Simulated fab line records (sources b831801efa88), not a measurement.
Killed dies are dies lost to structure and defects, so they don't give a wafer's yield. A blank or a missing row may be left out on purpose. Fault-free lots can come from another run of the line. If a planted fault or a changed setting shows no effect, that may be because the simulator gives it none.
Which tool is to blame? ; flow gf180mcu ; 18 wafers from 6 lots sampled at 2 of the route's 602 steps

WHAT THE GAUGES READ, wafer by wafer
GF_VT_IMPLANT_TW_MEAS_43.
lot;measured;on;VT_IMPLANT_4_TW
L111;day 7 17:40;film metro-03;686 686 685
L113;day 8 09:44;film metro-04;681 680 681
L117;day 9 10:31;film metro-01;680 682 680
L121;day 10 17:29;film metro-04;685 682 682
L123;day 11 08:02;film metro-03;612 619 611
L128;day 12 13:59;film metro-01;609 610 608

TOOL THAT RAN EACH LOT (tool first, then ch and the chambers of the sampled wafers, then the start)
lot;GF_VT_IMPLANT_IMPLANT_41
L111;implanter-03 ch 0, day 7 17:27
L113;implanter-02 ch 0, day 8 09:29
L117;implanter-03 ch 0, day 9 10:18
L121;implanter-02 ch 0, day 10 17:14
L123;implanter-03 ch 0, day 11 07:47
L128;implanter-03 ch 0, day 12 13:45
- GF_VT_IMPLANT_IMPLANT_41

THE ANSWER, worked out from the rows above alone
Rule: the lots themselves supply what counts as usual. Put in order of their means at a reading, lots are off if they are a third of the lots or fewer, leave a main group of 4 or more, and stand apart from it by a gap of 3 or more times the standard deviation of the main group's means; of several such gaps the widest counts. A main group is skipped when, at the precision printed for the reading in the tables above, its means are all equal. Also off: a lot with no number at a reading for which 4 or more lots have one. Any other lot the step has rows for is counted as sound.
Off: L123, L128, at GF_VT_IMPLANT_TW_MEAS_43 (VT_IMPLANT_4_TW). The main group has a mean of 682 with a standard deviation of 2.1.
A tool fits if, at a process step before that reading, it ran every lot that is off, and no sound lot after the first of them. Those tools and the gauges at GF_VT_IMPLANT_TW_MEAS_43 are tried in the same way. One fits: implanter-03 at GF_VT_IMPLANT_IMPLANT_41. A fault onset in the window from L117 (day 9 10:18, its last sound lot) to L123 (day 11 07:47, its first lot off) fits.

WHAT WAS PUT IN BY THE SIMULATOR
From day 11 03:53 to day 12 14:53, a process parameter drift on implanter-03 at GF_VT_IMPLANT_IMPLANT_41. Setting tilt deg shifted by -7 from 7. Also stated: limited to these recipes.
Lots struck among those shown: L123, L128. Same finding as the rule above.
